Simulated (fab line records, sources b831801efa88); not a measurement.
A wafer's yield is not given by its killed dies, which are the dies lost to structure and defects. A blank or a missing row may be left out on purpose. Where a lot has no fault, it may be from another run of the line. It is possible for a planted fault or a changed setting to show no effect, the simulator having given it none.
fab line records	flow sky130
record: lots: 6	wafers: 18	last-day: 49
route steps=708 shown METAL1@446 VIA1@458
lots untouched by any fault: they come from a run of this same line in which no faults occurred
start-h: hours from the record's first day to the start of the lot's first wafer shown	wait-h: hours since the lot's step before	" unchanged from the row above	L1.1+2: a row that stands for several wafers	- no value, or no start given	* or withheld: withheld	< > ~ a bound
route shown NAME@n: names a module that has steps shown in the file, with the first one's number in the route	usual: mean and standard deviation over wafers with no fault	same: alike in all rows	chamber/n: place in a boat	sites: per-site readings	_std_site: standard deviation across them	_edge_site: inner sites' mean taken away from outer sites' mean	radius-mm: how far each site lies from the wafer's centre	mask NAME#n: copy n	behind: the most recent tool/chamber to have shaped the wafer	hold: cause of the lot's hold/its duration in hours/its outcome	device: which transistor (n, p or np) failed to switch	end of line: tests of these same wafers at the route's end	for a step that has no rows: nothing shown but its recipe	killed: dies that structure and defects cost at the first sort, which is not the same as the wafer's yield	map: per-die view of a wafer (x killed, . not killed, _ where there is no die)
set.NAME: the setting as run; set.NAME@STEP: as run at that earlier step	model.NAME: the simulator's own value behind a step, which no gauge read
lots at some steps of the route; a table a step, a row a wafer
services: from which hour (start-h, from the record's first day; less than 0 if before it) a tool's chamber was out of use, for how many hours, and why
== steps ==
step: SKY_METAL1_EXPOSE_12
recipe: mask-id: MM1	na: 0.8	source-shape: annular	sigma-inner: 0.55	sigma-outer: 0.85	target-cd-nm: 140	dose-mj: 28
step: SKY_METAL1_PEB_13
recipe: peb-temp-c: withheld	peb-time-s: withheld	resist: KrF-thick
step: SKY_METAL1_DEVELOP_14
recipe: develop-time-s: 60	resist: KrF-thick	dev-temp-c: 21
step: SKY_METAL1_CD_MEAS_15
recipe: target-cd-nm: 140
usual: cd-nm: 139.9/1.7
lot.wafer	tool	chamber	start-h	wait-h	cd-nm
L159.1	cd-sem-01	-	786.50	-	140.5
L159.3	"	-	"	"	140.6
L159.4	"	-	"	"	141.0
L160.3	cd-sem-01	-	791.74	-	139.4
L160.4	"	-	"	"	141.7
L160.5	"	-	"	"	141.4
L165.1	cd-sem-02	-	828.52	-	140.8
L165.3	"	-	"	"	140.1
L165.4	"	-	"	"	138.7
L167.1	cd-sem-01	-	846.65	-	139.1
L167.3	"	-	"	"	140.3
L167.5	"	-	"	"	141.4
L171.1	cd-sem-02	-	880.35	-	143.5
L171.3	"	-	"	"	143.1
L171.5	"	-	"	"	142.0
L174.1	cd-sem-01	-	906.50	-	139.7
L174.3	"	-	"	"	141.2
L174.6	"	-	"	"	138.9
step: SKY_METAL1_OVL_MEAS_16
usual: METAL1_OVL: 0/5.9
lot.wafer	tool	chamber	start-h	wait-h	METAL1_OVL[nm]
L159.1	overlay-02	-	786.62	0.1	9
L159.3	"	-	"	"	-1
L159.4	"	-	"	"	-7
L160.3	overlay-01	-	791.83	0.1	7
L160.4	"	-	"	"	-5
L160.5	"	-	"	"	4
L165.1	overlay-02	-	828.64	0.1	-1
L165.3	"	-	"	"	7
L165.4	"	-	"	"	3
L167.1	overlay-02	-	846.77	0.1	-6
L167.3	"	-	"	"	-10
L167.5	"	-	"	"	-3
L171.1	overlay-02	-	880.47	0.1	-3
L171.3	"	-	"	"	-9
L171.5	"	-	"	"	-3
L174.1	overlay-02	-	906.62	0.1	-1
L174.3	"	-	"	"	0
L174.6	"	-	"	"	-9
step: SKY_METAL1_DESCUM_17
recipe: chemistry: O2	source-power-w: 150	bias-power-w: 0	pressure-mtorr: 10	temp-c: 40	time-s: 8
usual: drypump-motor-current-A: 5.8/0.48	oes-product-au: 1.004/0.0071
same: bias-power-w: 0
lot.wafer	tool	chamber	start-h	wait-h	drypump-motor-current-A	oes-product-au	rf-hours-counter-h
L159.1	rie-metal-01	1	786.65	0.0	5.5	1.008	4
L159.3	"	1	"	"	5.4	0.992	-
L159.4	"	1	"	"	5.4	0.999	-
L160.3	rie-metal-04	0	791.86	0.0	6.1	1.008	-
L160.4	"	1	"	"	5.2	1.009	-
L160.5	"	0	"	"	6.1	1.018	-
L165.1	rie-metal-04	0	828.67	0.0	6.1	1.003	5
L165.3	"	0	"	"	6.1	1.002	-
L165.4	"	0	"	"	6.1	1.009	-
L167.1	rie-metal-02	1	846.80	0.0	6.4	1.002	7
L167.3	"	1	"	"	6.4	1.002	-
L167.5	"	0	"	"	5.3	0.994	-
L171.1	rie-metal-01	1	880.50	0.0	5.4	1.006	9
L171.3	"	1	"	"	5.4	0.999	-
L171.5	"	1	"	"	5.4	1.012	-
L174.1	rie-metal-04	1	906.65	0.0	5.2	1.001	14
L174.3	"	0	"	"	6.1	1.002	-
L174.6	"	0	"	"	6.1	1.006	-
step: SKY_METAL1_ETCH_18
recipe: chemistry: N2/H2	target: BARC	ion-energy-ev: 200	bias-w: 100	pressure-mtorr: 30	n2-flow-sccm: 100	h2-flow-sccm: 200	icp-w: 500	stop-on: SiO2	time-s: 45.9	target-depth-a: 600
usual: drypump-motor-current-A: 5.8/0.48	oes-product-au: 0.855/0.005	throttle-valve-pct: 13.224/0.0094
lot.wafer	tool	chamber	start-h	wait-h	drypump-motor-current-A	oes-product-au	rf-hours-counter-h	throttle-valve-pct
L159.1	rie-metal-01	1	786.72	0.1	5.5	0.852	4	13.219
L159.3	"	1	"	"	5.4	0.854	-	13.228
L159.4	"	1	"	"	5.5	0.848	-	13.242
L160.3	rie-metal-04	0	791.91	0.0	6.1	0.858	-	13.228
L160.4	"	1	"	"	5.2	0.857	-	13.223
L160.5	"	0	"	"	6.1	0.856	-	13.225
L165.1	rie-metal-04	0	828.74	0.1	6.1	0.854	5	13.222
L165.3	"	0	"	"	6.1	0.864	-	13.222
L165.4	"	0	"	"	6.2	0.862	-	13.225
L167.1	rie-metal-02	1	846.84	0.0	6.5	0.843	7	13.220
L167.3	"	1	"	"	6.4	0.845	-	13.219
L167.5	"	0	"	"	5.4	0.860	-	13.231
L171.1	rie-metal-01	1	880.54	0.0	5.5	0.866	9	13.226
L171.3	"	1	"	"	5.5	0.858	-	13.220
L171.5	"	1	"	"	5.5	0.849	-	13.238
L174.1	rie-metal-04	1	906.69	0.0	5.2	0.861	14	13.212
L174.3	"	0	"	"	6.1	0.862	-	13.240
L174.6	"	0	"	"	6.1	0.855	-	13.228
step: SKY_METAL1_METAL_ETCH_19
recipe: target-depth-a: 3600	stop-on: SiO2	over-etch-frac: 0.3	time-s: 78	chemistry: Cl2/BCl3	resist-sidewall-deg: 88	pressure-mtorr: 10	icp-w: 900	bias-w: 48.5	Cl2_flow_sccm: 60	bcl3-flow-sccm: 30
usual: drypump-motor-current-A: 5.8/0.47	oes-product-au: 0.853/0.0055	throttle-valve-pct: 22.266/0.0094
lot.wafer	tool	chamber	start-h	wait-h	drypump-motor-current-A	oes-product-au	rf-hours-counter-h	throttle-valve-pct
L159.1	rie-metal-01	1	786.84	0.1	5.5	0.849	4	22.284
L159.3	"	1	"	"	5.4	0.855	-	22.271
L159.4	"	1	"	"	5.4	0.847	-	22.269
L160.3	rie-metal-04	0	791.98	0.1	6.1	0.856	-	22.283
L160.4	"	1	"	"	5.2	0.862	-	22.253
L160.5	"	0	"	"	6.1	0.846	-	22.264
L165.1	rie-metal-04	0	828.86	0.1	6.1	0.865	5	22.256
L165.3	"	0	"	"	6.1	0.867	-	22.263
L165.4	"	0	"	"	6.1	0.853	-	22.252
L167.1	rie-metal-02	1	846.90	0.0	6.5	0.853	7	22.260
L167.3	"	1	"	"	6.5	0.851	-	22.273
L167.5	"	0	"	"	5.3	0.854	-	22.259
L171.1	rie-metal-01	1	880.60	0.0	5.5	0.856	9	22.260
L171.3	"	1	"	"	5.5	0.853	-	22.254
L171.5	"	1	"	"	5.4	0.857	-	22.267
L174.1	rie-metal-04	1	906.75	0.0	5.2	0.854	14	22.270
L174.3	"	0	"	"	6.0	0.860	-	22.266
L174.6	"	0	"	"	6.1	0.853	-	22.272
step: SKY_METAL1_STRIP_20
recipe: chemistry: O2/N2	power-w: 1400	pressure-mtorr: 1500	platen-temp-c: withheld	o2-flow-sccm: 3000	n2-flow-sccm: 300	overash-fraction: 0.5
usual: drypump-motor-current-A: 5.8/0.6	oes-product-au: 0.342/0.0044	strip-time-to-endpoint-s: 2.68/0.03
lot.wafer	tool	chamber	start-h	wait-h	drypump-motor-current-A	oes-product-au	rf-hours-counter-h	strip-time-to-endpoint-s
L159.1	plasma-asher-04	0	787.02	0.1	5.3	0.344	4	2.67
L159.3	"	1	"	"	5.5	0.349	-	2.71
L159.4	"	0	"	"	5.3	0.345	-	2.67
L160.3	plasma-asher-04	1	792.07	0.1	5.5	0.335	-	2.67
L160.4	"	0	"	"	5.3	0.347	-	2.66
L160.5	"	1	"	"	5.5	0.347	-	2.66
L165.1	plasma-asher-01	0	829.04	0.1	6.5	0.340	69	2.63
L165.3	"	1	"	"	4.9	0.334	-	2.61
L165.4	"	0	"	"	6.5	0.331	-	2.66
L167.1	plasma-asher-01	1	846.99	0.1	4.9	0.344	70	2.71
L167.3	"	0	"	"	6.5	0.341	-	2.70
L167.5	"	1	"	"	4.9	0.344	-	2.66
L171.1	plasma-asher-03	1	880.69	0.1	6.7	0.347	46	2.72
L171.3	"	0	"	"	6.0	0.338	-	2.71
L171.5	"	0	"	"	6.0	0.335	-	2.74
L174.1	plasma-asher-03	1	906.84	0.1	6.6	0.347	49	2.65
L174.3	"	0	"	"	6.1	0.348	-	2.70
L174.6	"	0	"	"	6.0	0.337	-	2.67
step: SKY_METAL1_STRIP_21
recipe: chemistry: post-etch-residue-remover	time-s: 1200	temp-c: 72.5
step: SKY_METAL1_CLEAN_22
recipe: chemistry: IPA	time-s: 180	temp-c: 25
step: SKY_METAL1_CLEAN_23
recipe: chemistry: O3/DIW	dry: n2-spin
step: SKY_VIA1_HDPCVD_00
recipe: material: SiO2	target-thk-nm: 1030	sigma-open-frac: 0.3	time-s: 171.7	temp-c: 400	sih4-flow-sccm: 60	pressure-mtorr: 6
lot.wafer	tool	chamber	start-h	wait-h	model.SiO2_of_VIA1_HDPCVD_00.thk-nm
L159.1	hdpcvd-02	2	787.65	0.0	1038
L159.3	"	2	"	"	1041
L159.4	"	1	"	"	1040
L160.3	hdpcvd-02	1	792.63	0.0	1030
L160.4	"	1	"	"	1029
L160.5	"	0	"	"	1022
L165.1	hdpcvd-01	1	829.63	0.0	1032
L165.3	"	0	"	"	1041
L165.4	"	0	"	"	1019
L167.1	hdpcvd-02	0	847.61	0.0	1024
L167.3	"	2	"	"	1035
L167.5	"	2	"	"	1036
L171.1	hdpcvd-02	0	881.31	0.0	1043
L171.3	"	1	"	"	1034
L171.5	"	2	"	"	754.8
L174.1	hdpcvd-02	2	907.43	0.0	1037
L174.3	"	1	"	"	1031
L174.6	"	0	"	"	754.5
step: SKY_VIA1_THK_MEAS_01
recipe: reads: SiO2_of_VIA1_HDPCVD_00
usual: VIA1_HDPCVD_THK: 1032/9.1
lot.wafer	tool	chamber	start-h	wait-h	VIA1_HDPCVD_THK[nm]
L159.1	film-metro-03	-	787.82	0.1	1038
L159.3	"	-	"	"	1042
L159.4	"	-	"	"	1041
L160.3	film-metro-03	-	792.76	0.1	1030
L160.4	"	-	"	"	1029
L160.5	"	-	"	"	1021
L165.1	film-metro-04	-	829.75	0.1	1033
L165.3	"	-	"	"	1040
L165.4	"	-	"	"	1019
L167.1	film-metro-03	-	847.72	0.1	1024
L167.3	"	-	"	"	1035
L167.5	"	-	"	"	1036
L171.1	film-metro-02	-	881.42	0.1	1042
L171.3	"	-	"	"	1034
L171.5	"	-	"	"	755
L174.1	film-metro-02	-	907.54	0.1	1038
L174.3	"	-	"	"	1030
L174.6	"	-	"	"	755
step: SKY_VIA1_CMP_02
recipe: material: SiO2	down-force-psi: 4	platen-rpm: 60	pad-velocity-m-s: 0.94248
usual: motor-current-A: 11.9/1.4
lot.wafer	tool	chamber	start-h	wait-h	motor-current-A
L159.1	cmp-01	2	787.93	0.1	11.5
L159.4	"	3	"	"	10.7
L159.3	"	0	"	"	10.2
L160.4	cmp-02	0	792.90	0.1	14.7
L160.3	"	1	"	"	11.1
L160.5	"	3	"	"	12.8
L165.1	cmp-01	3	829.81	0.1	11.4
L165.4	"	1	"	"	13.1
L165.3	"	2	"	"	11.3
L167.3	cmp-02	0	847.83	0.1	13.9
L167.1	"	1	"	"	11.2
L167.5	"	0	"	"	14.8
L171.1	cmp-01	1	881.58	0.1	12.6
L171.3	"	2	"	"	10.6
L171.5	"	3	"	"	10.8
L174.1	cmp-01	2	907.60	0.1	11.2
L174.3	"	1	"	"	12.9
L174.6	"	3	"	"	11.3
== services ==
tool	chamber	start-h	hours	kind
cmp-02	-	766.34	6.1	repair
rie-metal-01	0	767.76	-	clean
rie-metal-01	0	767.76	10.4	scheduled-down
rie-metal-01	0	767.76	10.4	vent-cycle
hdpcvd-02	0	771.46	17.5	repair
cmp-02	-	775.04	4.1	repair
cmp-02	-	779.14	6.8	pm
rie-metal-01	0	780.36	27.9	repair
plasma-asher-01	-	784.87	1.8	repair
cmp-01	-	795.19	0.7	repair
cmp-01	-	795.73	1.3	repair
rie-metal-04	1	828.19	28.1	repair
rie-metal-02	-	861.35	2.8	pm
rie-metal-02	-	865.02	0.2	repair
plasma-asher-04	-	876.47	6.3	repair
rie-metal-04	1	887.75	8.3	repair
cmp-02	-	900.61	0.4	repair
cmp-02	-	905.78	0.4	repair
== key ==
first-sign: step: SKY_VIA1_THK_MEAS_01	reading: VIA1_HDPCVD_THK	direction: down	sigmas: 31	usual: 1032	struck: 755
effect none on later readings
model-effect: step: SKY_VIA1_HDPCVD_00	value: SiO2_of_VIA1_HDPCVD_00.thk-nm	without: 1030	struck: 754.7
met-at SKY_VIA1_HDPCVD_00
struck-wafers L171.5,L174.6
sort-left-out L171.5,L174.6
onset-between 847.61 881.31
fault: kind: process-parameter-drift	tool: hdpcvd-02	chamber: -	onset-h: 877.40	steps: SKY_VIA1_HDPCVD_00	channel: target-thk-nm	offset: -275.79	shape: step	end-h: 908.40	scope: struck-wafers-only	acts-in: these-recipes-only	stated: 1030
sort-left-out: the simulated sort isn't trusted on such a fault, so these wafers' sort isn't shown, and their yield isn't known
